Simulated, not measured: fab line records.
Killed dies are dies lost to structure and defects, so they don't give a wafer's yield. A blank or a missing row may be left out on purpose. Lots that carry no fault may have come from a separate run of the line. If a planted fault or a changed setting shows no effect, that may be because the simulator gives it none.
Check of tool commonality :: flow sky130 :: 10 lots, 30 wafers sampled

WHY THIS WAS OPENED
At SKY_CONTACT_RS_MEAS_25 the reading CONTACT_W_RS is flagged on 2 of 10 lots. Wafers without a fault read 0.338 ohm/sq, standard deviation 0.006.
Rule: a lot gets a flag if all its wafers with a number sit over 4 standard deviations from that mean, or if no wafer of it has a number. The rest of the lots are taken to be sound.

lot: L213
measured: day 32 17:10
on: film metro-01
CONTACT_W_RS (ohm/sq), wafer by wafer: 0.337 0.339 0.333
flag: 

lot: L216
measured: day 33 07:40
on: film metro-02
CONTACT_W_RS (ohm/sq), wafer by wafer: 0.344 0.336 0.348
flag: 

lot: L217
measured: day 34 00:37
on: film metro-04
CONTACT_W_RS (ohm/sq), wafer by wafer: 0.341 0.329 0.338
flag: 

lot: L219
measured: day 34 11:13
on: film metro-01
CONTACT_W_RS (ohm/sq), wafer by wafer: 0.331 0.344 0.335
flag: 

lot: L225
measured: day 36 03:17
on: film metro-04
CONTACT_W_RS (ohm/sq), wafer by wafer: 0.344 0.342 0.341
flag: 

lot: L228
measured: day 37 03:06
on: film metro-01
CONTACT_W_RS (ohm/sq), wafer by wafer: 0.341 0.342 0.342
flag: 

lot: L231
measured: day 37 20:25
on: film metro-04
CONTACT_W_RS (ohm/sq), wafer by wafer: 0.438 0.452 0.449
flag: FLAGGED

lot: L232
measured: day 38 05:22
on: film metro-04
CONTACT_W_RS (ohm/sq), wafer by wafer: 0.344 0.348 0.346
flag: 

lot: L233
measured: day 38 07:26
on: film metro-04
CONTACT_W_RS (ohm/sq), wafer by wafer: 0.433 0.438 0.451
flag: FLAGGED

lot: L234
measured: day 38 19:14
on: film metro-02
CONTACT_W_RS (ohm/sq), wafer by wafer: 0.337 0.343 0.342
flag: 
The numbers of the flagged lots are 0.444 ohm/sq on average: +0.105 ohm/sq against the usual, or +18 standard deviations.

EACH LOT AND THE TOOL IT RAN ON
Before the reading, the record contains 2 process steps out of a 708-step route. Read each cell as the tool, then ch plus the chambers that the sampled wafers visited, then the start.
lot: L213
flag: 
SKY_LOCAL_INTERCONNECT_METAL_ETCH_14: rie metal-04 ch 0,1, day 31 11:35
SKY_CONTACT_CVD_24: cvd w-01 ch 0,1, day 32 17:03

lot: L216
flag: 
SKY_LOCAL_INTERCONNECT_METAL_ETCH_14: rie metal-03 ch 0,1, day 32 02:40
SKY_CONTACT_CVD_24: cvd w-01 ch 0,1, day 33 07:32

lot: L217
flag: 
SKY_LOCAL_INTERCONNECT_METAL_ETCH_14: rie metal-03 ch 0,1, day 32 19:50
SKY_CONTACT_CVD_24: cvd w-01 ch 0,1, day 34 00:29

lot: L219
flag: 
SKY_LOCAL_INTERCONNECT_METAL_ETCH_14: rie metal-03 ch 0,1, day 33 06:44
SKY_CONTACT_CVD_24: cvd w-01 ch 0,1, day 34 11:05

lot: L225
flag: 
SKY_LOCAL_INTERCONNECT_METAL_ETCH_14: rie metal-02 ch 0,1, day 34 22:29
SKY_CONTACT_CVD_24: cvd w-02 ch 0,1, day 36 03:11

lot: L228
flag: 
SKY_LOCAL_INTERCONNECT_METAL_ETCH_14: rie metal-04 ch 0, day 35 22:53
SKY_CONTACT_CVD_24: cvd w-02 ch 0, day 37 02:59

lot: L231
flag: FLAGGED
SKY_LOCAL_INTERCONNECT_METAL_ETCH_14: rie metal-02 ch 0,1, day 36 15:35
SKY_CONTACT_CVD_24: cvd w-01 ch 0,1, day 37 20:18

lot: L232
flag: 
SKY_LOCAL_INTERCONNECT_METAL_ETCH_14: rie metal-02 ch 0,1, day 37 01:21
SKY_CONTACT_CVD_24: cvd w-02 ch 0,1, day 38 05:15

lot: L233
flag: FLAGGED
SKY_LOCAL_INTERCONNECT_METAL_ETCH_14: rie metal-03 ch 0,1, day 37 03:37
SKY_CONTACT_CVD_24: cvd w-01 ch 0,1, day 38 07:20

lot: L234
flag: 
SKY_LOCAL_INTERCONNECT_METAL_ETCH_14: rie metal-03 ch 0,1, day 37 15:56
SKY_CONTACT_CVD_24: cvd w-02 ch 0,1, day 38 19:07
These steps, and what they do:
- SKY_LOCAL_INTERCONNECT_METAL_ETCH_14: etches TiN in Cl2/BCl3, stops on PSG, target depth 110 nm, time 31.4 s.
- SKY_CONTACT_CVD_24: deposits W, target thk 340 nm, time 102.12 s.
- SKY_CONTACT_RS_MEAS_25: measures by four-point-probe.

FLAGGED AGAINST TOTAL, ONE TOOL AT A TIME (gauges that did the reading follow at the end)
step: SKY_LOCAL_INTERCONNECT_METAL_ETCH_14
tool: rie metal-02
lots run: 3
flagged: 1
share of the flagged lots: some
sound lots run after its first flagged lot: 1 (L232)

step: SKY_LOCAL_INTERCONNECT_METAL_ETCH_14
tool: rie metal-03
lots run: 5
flagged: 1
share of the flagged lots: some
sound lots run after its first flagged lot: 1 (L234)

step: SKY_LOCAL_INTERCONNECT_METAL_ETCH_14
tool: rie metal-04
lots run: 2
flagged: 0
share of the flagged lots: none
sound lots run after its first flagged lot: -

step: SKY_CONTACT_CVD_24
tool: cvd w-01
lots run: 6
flagged: 2
share of the flagged lots: all
sound lots run after its first flagged lot: 0

step: SKY_CONTACT_CVD_24
tool: cvd w-02
lots run: 4
flagged: 0
share of the flagged lots: none
sound lots run after its first flagged lot: -

step: SKY_CONTACT_RS_MEAS_25
tool: film metro-01
lots run: 3
flagged: 0
share of the flagged lots: none
sound lots run after its first flagged lot: -

step: SKY_CONTACT_RS_MEAS_25
tool: film metro-02
lots run: 2
flagged: 0
share of the flagged lots: none
sound lots run after its first flagged lot: -

step: SKY_CONTACT_RS_MEAS_25
tool: film metro-04
lots run: 5
flagged: 2
share of the flagged lots: all
sound lots run after its first flagged lot: 1 (L232)

THE TABLE: WHAT IT ALLOWS
Table rows that saw every flagged lot: 2, namely cvd w-01 at SKY_CONTACT_CVD_24 and film metro-04 at SKY_CONTACT_RS_MEAS_25.
- cvd w-01 at SKY_CONTACT_CVD_24: 2 of its 6 lots flagged. A fault beginning between L219 (day 34 11:05), its last sound lot, and L231 (day 37 20:18), its first flagged one, fits the data.
- film metro-04 at SKY_CONTACT_RS_MEAS_25: 2 of its 5 lots flagged. After the first flagged lot (L232), sound lots still ran on it; a lasting fault on the whole tool would not permit that.
cvd w-01 at SKY_CONTACT_CVD_24 is the single tool remaining.

WHAT THE SIMULATOR HAD PUT IN
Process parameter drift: cvd w-01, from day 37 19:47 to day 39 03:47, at SKY_CONTACT_CVD_24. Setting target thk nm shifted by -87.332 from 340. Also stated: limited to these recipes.
Struck lots among those shown: L231, L233. The rule given above showed the same thing.
